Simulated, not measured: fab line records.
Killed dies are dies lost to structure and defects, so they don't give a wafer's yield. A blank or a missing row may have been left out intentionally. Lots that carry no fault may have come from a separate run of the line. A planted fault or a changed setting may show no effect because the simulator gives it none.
2 desks looking at one fault / flow sky130 / each desk holds nothing but its own numbers, with what lay behind them at the end

THE TOOL OWNER'S DESK: litho-track-03
Per lot that ran on this tool, the mean of the sampled wafers carrying a number, from the tool's own readings at SKY_SONOS_ONO_SOFTBAKE_09 (time 60 s). A lot is out of limits, marked OUT, if its mean lies more than 4 standard deviations from the usual mean; the brackets give that distance.
Columns: A = heater-power-total-W at SKY_SONOS_ONO_SOFTBAKE_09, usual 56.59 W; B = run-length-s at SKY_SONOS_ONO_SOFTBAKE_09, usual 89.23 s
lot=L548; first seen here=day 12 15:58; A=56.59; B=89.23
lot=L553; first seen here=day 14 13:49; A=56.55; B=89.26
lot=L560; first seen here=day 16 20:23; A=56.58; B=89.34
lot=L564; first seen here=day 18 07:49; A=57.38 (+18) OUT; B=87.09 (-14) OUT
lot=L565; first seen here=day 18 15:40; A=57.30 (+17) OUT; B=87.13 (-14) OUT
This desk finds L564, L565 out of limits, L564 being first, at day 18 07:49 (heater-power-total-W at SKY_SONOS_ONO_SOFTBAKE_09). L548, L553, L560 stayed within limits.

FROM THE METROLOGY DESK
What the gauges read, lot by lot, whatever tool the lot ran on: means of the sampled wafers that have a number. A lot is out of limits, marked OUT, if its mean lies more than 4 standard deviations from the usual mean; the brackets give that distance.
Columns: A = NWELL_TW at SKY_NWELL_TW_MEAS_15, usual 1820; B = VT_ADJUST_NCORE_TW at SKY_VT_ADJUST_NCORE_TW_MEAS_11, usual 217.9; C = SONOS_TUNNEL_OVL at SKY_SONOS_TUNNEL_OVL_MEAS_08, usual 0.9 nm
lot=L546; first seen here=day 4 15:10; A=1832; B=216.6; C=0.7
lot=L547; first seen here=day 4 19:16; A=1804; B=216.1; C=-1.2
lot=L548; first seen here=day 5 01:55; A=1823; B=220.1; C=-0.4
lot=L549; first seen here=day 5 05:43; A=1826; B=216.8; C=0.8
lot=L551; first seen here=day 5 20:49; A=1801; B=217.7; C=1.1
lot=L552; first seen here=day 6 01:15; A=1822; B=217.2; C=1.2
lot=L553; first seen here=day 6 09:31; A=1834; B=218.1; C=2.4
lot=L554; first seen here=day 6 15:31; A=1831; B=219.9; C=2.4
lot=L556; first seen here=day 6 22:08; A=1808; B=217.1; C=0.9
lot=L557; first seen here=day 7 07:57; A=1825; B=217.7; C=-1.6
lot=L560; first seen here=day 7 21:13; A=1824; B=220.7; C=1.4
lot=L564; first seen here=day 8 22:20; A=1831; B=219.3; C=-0.3
lot=L565; first seen here=day 9 08:09; A=1819; B=216.6; C=0.0
lot=L568; first seen here=day 9 21:10; A=1792; B=216.3; C=-0.2
Finding of this desk: none of the 14 lots has anything out of limits.

BROUGHT TOGETHER
The tool owner's desk had the chance to raise an alarm at day 18 07:49 on L564, L565.
From the metrology desk's view, nothing was out of limits.
The metrology desk holds a record of L564, L565, inside its limits.
Of the lots named, all ran SKY_SONOS_ONO_SOFTBAKE_09 on litho-track-03.

WHAT THE SIMULATOR HAD PUT IN
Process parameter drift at SKY_SONOS_ONO_SOFTBAKE_09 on litho-track-03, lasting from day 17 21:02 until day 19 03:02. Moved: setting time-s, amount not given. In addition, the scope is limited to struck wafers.
Struck lots among those shown: L564, L565.
Each desk's first reading out of limits, in hours after the fault started: the tool owner's desk, 11.
